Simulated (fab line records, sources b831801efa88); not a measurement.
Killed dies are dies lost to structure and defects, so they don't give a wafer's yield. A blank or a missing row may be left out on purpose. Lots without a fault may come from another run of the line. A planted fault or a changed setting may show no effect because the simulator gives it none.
Chamber matching | flow gf180mcu | GF_STI_ETCH_14 on rie_si-01: 4 sister chambers
The step etches Si in HBr/Cl2/O2, target depth 360 nm, time 102.9 s. 8 wafers are shown with their chamber, then 8 later ones without.

WAFERS WITH THEIR CHAMBER
wafer  | chamber | oes_product_au (a.u.) | bias_w (W)
L289.2 | 0       | 0.993                 | 149.9
L294.3 | 3       | 0.993                 | 149.0
L294.4 | 2       | 0.990                 | 150.1
L294.5 | 0       | 0.995                 | 150.2
L299.1 | 3       | 0.989                 | 149.0
L299.5 | 2       | 0.980                 | 150.0
L299.6 | 1       | 0.991                 | 150.3
L300.2 | 1       | 1.001                 | 149.6

WAFERS WITHOUT THEIR CHAMBER
wafer  | oes_product_au (a.u.) | bias_w (W)
L300.4 | 1.002                 | 149.6
L300.6 | 0.998                 | 149.7
L303.3 | 0.971                 | 150.4
L303.4 | 1.009                 | 150.4
L303.6 | 0.984                 | 150.3
L304.1 | 0.993                 | 149.6
L304.4 | 0.985                 | 149.9
L304.6 | 0.977                 | 150.4

WHICH CHAMBER EACH WENT THROUGH
wafer  | from the rows above               | in truth
L300.4 | can't be placed: 1 or 0 or 3 or 2 | 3
L300.6 | can't be placed: 1 or 0 or 2 or 3 | 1
L303.3 | can't be placed: 2 or 0           | 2
L303.4 | can't be placed: 1 or 0 or 2      | 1
L303.6 | can't be placed: 2 or 0 or 1      | 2
L304.1 | can't be placed: 1 or 0 or 3 or 2 | 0
L304.4 | can't be placed: 2 or 0 or 1      | 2
L304.6 | can't be placed: 2 or 0 or 1      | 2
Placed correctly: 0 of 8. Can't be placed from these rows: 8 (the true chamber is among the candidates in 8). Placed wrongly: 0.
How it was worked out, from the rows above alone: a wafer's distance from a chamber is the root of the sum, over the readings, of the square of ((its reading less the chamber's mean) divided by the reading's scatter). The wafer belongs to the nearest chamber; if the next one is less than 2 further off, it can't be placed. A chamber's mean is the mean of its shown wafers. The scatter: the root of (the sum of the squares of (reading less its chamber's mean) over the shown wafers, divided by (wafers less chambers)).
